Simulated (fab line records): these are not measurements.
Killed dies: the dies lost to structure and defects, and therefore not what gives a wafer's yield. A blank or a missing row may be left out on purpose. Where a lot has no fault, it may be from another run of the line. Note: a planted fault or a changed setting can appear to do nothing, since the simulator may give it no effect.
Matching of chambers | flow sky130 | SKY_VIA3_HDPCVD_00 on hdpcvd-02: 3 sister chambers
The step deposits SiO2, target thk 1635 nm, time 272.5 s. 6 wafers are shown with their chamber, then 9 later ones without.

== WAFERS WITH THEIR CHAMBER ==
wafer  | chamber | susceptorTempC (C) | sih4FlowSccm (sccm)
L723.2 | 1       | 399.87             | 59.93
L731.3 | 2       | 400.17             | 60.20
L731.5 | 0       | 399.65             | 60.06
L732.2 | 0       | 399.61             | 60.04
L732.3 | 2       | 399.95             | 60.41
L732.5 | 1       | 400.11             | 60.04

== WAFERS MISSING THEIR CHAMBER ==
wafer  | susceptorTempC (C) | sih4FlowSccm (sccm)
L735.3 | 399.84             | 59.68
L735.4 | 399.97             | 59.81
L735.6 | 400.06             | 59.94
L736.2 | 400.03             | 60.02
L736.4 | 399.78             | 60.16
L736.6 | 399.84             | 59.91
L738.1 | 400.01             | 59.93
L738.4 | 400.45             | 59.88
L738.5 | 400.43             | 59.97

== WHICH CHAMBER EACH ONE RAN IN ==
wafer  | from the rows above          | in truth
L735.3 | can't be placed: 1 or 0      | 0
L735.4 | can't be placed: 1 or 0      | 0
L735.6 | 1                            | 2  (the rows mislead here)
L736.2 | 1                            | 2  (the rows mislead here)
L736.4 | can't be placed: 0 or 1 or 2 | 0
L736.6 | can't be placed: 1 or 0      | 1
L738.1 | 1                            | 1
L738.4 | can't be placed: 1 or 2      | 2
L738.5 | can't be placed: 1 or 2      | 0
Placed correctly: 1 of 9. Not placeable from these rows: 6 (in 5, the candidates include the true chamber). Number placed wrongly: 2.
How it was worked out, from the rows above alone: a wafer's distance from a chamber is the root of the sum, over the readings, of the square of ((its reading less the chamber's mean) divided by the reading's scatter). The wafer belongs to the nearest chamber; if the next one is less than 2 further off, it can't be placed. For every chamber, the mean is computed from those of its wafers that are shown. The scatter is the square root of a quotient: the sum, over the shown wafers, of each reading's squared deviation from its chamber's mean, divided by wafers minus chambers.
